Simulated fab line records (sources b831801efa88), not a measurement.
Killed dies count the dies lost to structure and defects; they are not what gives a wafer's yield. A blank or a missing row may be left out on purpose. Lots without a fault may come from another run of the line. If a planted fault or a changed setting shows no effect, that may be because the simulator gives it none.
Problem report, 8D (eight disciplines) form, completed by code -- flow gf180mcu -- the parts of the form that need people (team, actions taken, sign-off) are left out

== 1. THE ISSUE ==
cd-nm at GF_V2_CD_MEAS_14 reads a mean of 269.3 nm on 3 wafers of 3 lots; wafers without a fault read 260.1 nm with a standard deviation of 1.4. Relative to the usual mean, that is a shift of +6.6 standard deviations.
The step: target cd 260 nm.
The first sign was on wafer L553.2 at day 26 09:25, on cd-sem-01. At this step, 37 wafers from 13 lots have a number in the record. Rule for "out" (also "out of limits"): further than 4 standard deviations from the usual mean. Any other wafer with a number is counted as sound.

== 2. WHAT IT IS, WHAT IT ISN'T ==
question,is,is not
which readings at this step,cd-nm,-
which lots,"L553, L556, L557","L537, L538, L539, L540, L541, L543, L544, L545, L546, L547"
which wafers of those lots,"L553.2, L556.6, L557.2","L553.4, L556.1, L556.5, L557.3"
read on which gauges,"cd-sem-01, cd-sem-02",-
when,from day 26 09:25,"up to then (31 sound wafers); but 3 sound wafers of L556, L557 came after"

== 3. WHAT RULES OUT EACH SUSPECT ==
Counting: if a tool at a process step up to the reading ran every lot that is out, it stays a suspect. Sound lots after the first of them don't rule it out here, since some wafers of a struck lot are sound.
- the gauge at GF_V2_CD_MEAS_14: ruled out. The wafers that are out were read on 2 gauges (cd-sem-01, cd-sem-02).
- krf-scanner-01 at GF_V2_EXPOSE_11 (exposes mask Via2, target cd 260 nm): kept. It processed each lot that is out (first: L553, day 25 23:26); up to then, its last sound lot is L539 (day 21 15:49).
Left after counting: krf-scanner-01 at GF_V2_EXPOSE_11.

== 4. THE CAUSE (what the simulator had put in) ==
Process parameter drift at GF_V2_EXPOSE_11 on krf-scanner-01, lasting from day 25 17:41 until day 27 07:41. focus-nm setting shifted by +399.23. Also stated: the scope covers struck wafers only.
This tool alone remained once counting was done.

== 5. THE EFFECT CHAIN, in route order ==
Each row: a reading whose mean over the struck wafers that have a number lies more than 3 standard deviations from the usual. Only readings for which the record gives a usual standard deviation are gone through. hours: the time from each lot's start at the first step in this table that gives one to its start at this step, as a median over the lots. sigmas: the change in usual standard deviations.
hours,step,reading,usual,on struck wafers,change,sigmas
0,GF_V2_CD_MEAS_14,cd-nm,260.1 nm,269.3,+9.2,+6.6

== 6. WHAT WOULD HAVE CAUGHT IT SOONER ==
In this record the first reading out of limits at a measuring or inspecting step was taken at day 26 09:25, 16 hours after the fault began at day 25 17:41.
Tool readings at GF_V2_EXPOSE_11 with a usual standard deviation given in the record: none out on any struck wafer, hence no alarm at a limit of 4 standard deviations on them.
L556, L557, from the lots that are out (3), started GF_V2_EXPOSE_11 on krf-scanner-01 later than day 26 09:25. A hold on the tool at that time would have spared those 2.
